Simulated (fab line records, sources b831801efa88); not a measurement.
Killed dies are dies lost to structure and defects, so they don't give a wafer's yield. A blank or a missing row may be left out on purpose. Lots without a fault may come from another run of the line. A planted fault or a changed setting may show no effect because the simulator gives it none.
One fault seen from 2 desks | flow sky130 | each desk has only its own numbers; what lay behind them comes last

THE METROLOGY DESK
What the gauges read, lot by lot, whatever tool the lot ran on: means of the sampled wafers that have a number. A lot is out of limits, marked OUT, if its mean lies more than 4 standard deviations from the usual mean; the brackets give that distance.
Columns: A = SD_N_OVL at SKY_SD_N_OVL_MEAS_08, usual -0.2 nm
lot  | first seen here | A
L114 | day 27 19:56    | 0.0
L115 | day 27 22:35    | -1.2
L116 | day 28 01:19    | 2.1
L117 | day 29 00:44    | -0.9
L118 | day 29 18:02    | -3.0
L120 | day 32 10:37    | -1.7
L121 | day 32 11:50    | 0.9
L130 | day 33 05:59    | -0.1
L131 | day 33 06:53    | -0.7
L132 | day 33 11:04    | 0.2
L133 | day 34 01:44    | 0.6
L136 | day 35 22:38    | 0.8
L137 | day 35 23:32    | -0.9
This desk's finding: nothing out of limits on any of the 13 lots.

THE TOOL OWNER'S DESK: litho_track-04
The tool's own readings at SKY_SD_N_DEVELOP_06 (develop time 60 s): means of the sampled wafers that have a number, for each lot that ran on this tool. A lot is out of limits, marked OUT, if its mean lies more than 4 standard deviations from the usual mean; the brackets give that distance.
Columns: A = developer_temp_C at SKY_SD_N_DEVELOP_06, usual 22.99 C
lot  | first seen here | A
L114 | day 27 19:41    | 23.09
L115 | day 27 22:19    | 22.99
L117 | day 29 00:31    | 22.91
L121 | day 32 11:34    | 22.02 (-9.7) OUT
L130 | day 33 05:44    | 22.06 (-9.3) OUT
This desk's finding: out of limits on L121, L130; first on L121, day 32 11:34 (developer_temp_C at SKY_SD_N_DEVELOP_06). In limits: L114, L115, L117.

PUT TOGETHER
The tool owner's desk could have raised an alarm at day 32 11:34, on L121, L130.
The metrology desk saw nothing out of limits.
The metrology desk has L121, L130 on record, within its limits.
Of the lots named, all ran SKY_SD_N_DEVELOP_06 on litho_track-04.

WHAT THE SIMULATOR HAD PUT IN
Process parameter drift: litho_track-04, from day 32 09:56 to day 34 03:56, at SKY_SD_N_DEVELOP_06. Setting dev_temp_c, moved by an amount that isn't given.
Lots struck among those shown: L121, L130.
Hours from the fault's start to each desk's first reading out of limits: the tool owner's desk, 2.
